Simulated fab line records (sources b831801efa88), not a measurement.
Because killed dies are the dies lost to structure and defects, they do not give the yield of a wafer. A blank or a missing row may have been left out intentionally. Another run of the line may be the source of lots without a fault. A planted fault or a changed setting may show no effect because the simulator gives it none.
8D (eight disciplines) problem report, filled in by code :: flow gf180mcu :: the parts of the form that need people (team, actions taken, sign-off) are left out

1. WHAT IS WRONG
NSD_RS at GF_PSD_RS_MEAS_14 reads a mean of 43.48 ohm/sq on 3 wafers of 3 lots; wafers without a fault read 46.19 ohm/sq with a standard deviation of 0.096. That is -28 standard deviations from the usual mean.
The step: measures by four-point-probe.
Earliest sighting: wafer L447.3 on film-metro-03 at day 16 18:52. The record has a number at this step for 36 wafers belonging to 12 lots. Rule for "out" (also "out of limits"): further than 4 standard deviations from the usual mean. The rest of the wafers with a number are treated as sound.

2. WHAT IT IS, AND WHAT IT ISN'T
question: which readings at this step
is: NSD_RS
is not: -

question: which lots
is: L447, L448, L449
is not: L439, L441, L442, L443, L445, L456, L457, L459, L460

question: which wafers of those lots
is: L447.3, L448.3, L449.4
is not: L447.2, L447.5, L448.1, L448.2, L449.1, L449.6

question: read on which gauges
is: film-metro-01, film-metro-03
is not: film-metro-04

question: when
is: from day 16 18:52
is not: up to then (17 sound wafers); but 16 sound wafers of L448, L449, L456, L457, L459, L460 came after

3. SUSPECTS, AND WHAT RULES EACH OUT
Counting: any tool at a process step up to the reading remains a suspect provided it ran every lot that is out. Sound lots after the first of them don't rule it out here, since some wafers of a struck lot are sound.
- ruled out: the gauge at GF_PSD_RS_MEAS_14. Those wafers that are out were read across 2 gauges (film-metro-01, film-metro-03).
- rtp-anneal-01 at GF_PSD_RTA_13 (time 20 s): kept. It processed each lot that is out (first: L447, day 16 18:46); up to then, its last sound lot is L445 (day 16 06:43). Its own readings are out on those wafers: run-length-s.
The count leaves rtp-anneal-01 at GF_PSD_RTA_13.

4. THE CAUSE (what the simulator had put in)
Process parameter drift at GF_PSD_RTA_13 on rtp-anneal-01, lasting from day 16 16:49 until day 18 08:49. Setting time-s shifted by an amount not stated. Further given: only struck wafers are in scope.
After counting, this tool was the only one left.

5. THE CHAIN OF EFFECTS, in route order
Each row: a reading where the mean over the struck wafers with a number is more than 3 standard deviations away from the usual. Readings are gone through only where the record gives a usual standard deviation; hours: the median, over the lots, of the time from a lot's start at the first step in this table giving one to that lot's start at this step; sigmas: the change measured in usual standard deviations.
hours: 0
step: GF_PSD_RTA_13
reading: run-length-s
usual: 49.1 s
on struck wafers: 62.7
change: +13.6
sigmas: +27

hours: 0
step: GF_PSD_RS_MEAS_14
reading: NSD_RS
usual: 46.19 ohm/sq
on struck wafers: 43.48
change: -2.71
sigmas: -28

hours: 3
step: GF_PSD_RS_MEAS_15
reading: PSD_RS
usual: 108.7 ohm/sq
on struck wafers: 103.1
change: -5.6
sigmas: -17
The process steps in it:
- GF_PSD_RTA_13: time 20 s.
Later steps that measure or inspect, where all struck wafers having a row at the step show a number for every such reading and not one has moved that far: GF_CONTACT_CD_MEAS_14.

6. WHAT WOULD HAVE CAUGHT IT SOONER
2 hours passed between the start of the fault at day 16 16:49 and the first reading out of limits at a measuring or inspecting step in this record, taken at day 16 18:52.
Tool's own readings at GF_PSD_RTA_13, run-length-s: out on all struck wafers the step has rows for; an alarm limit on them would have tripped on the first.
L448, L449, from the lots that are out (3), started GF_PSD_RTA_13 on rtp-anneal-01 later than day 16 18:52. A hold on the tool at that time would have spared those 2.
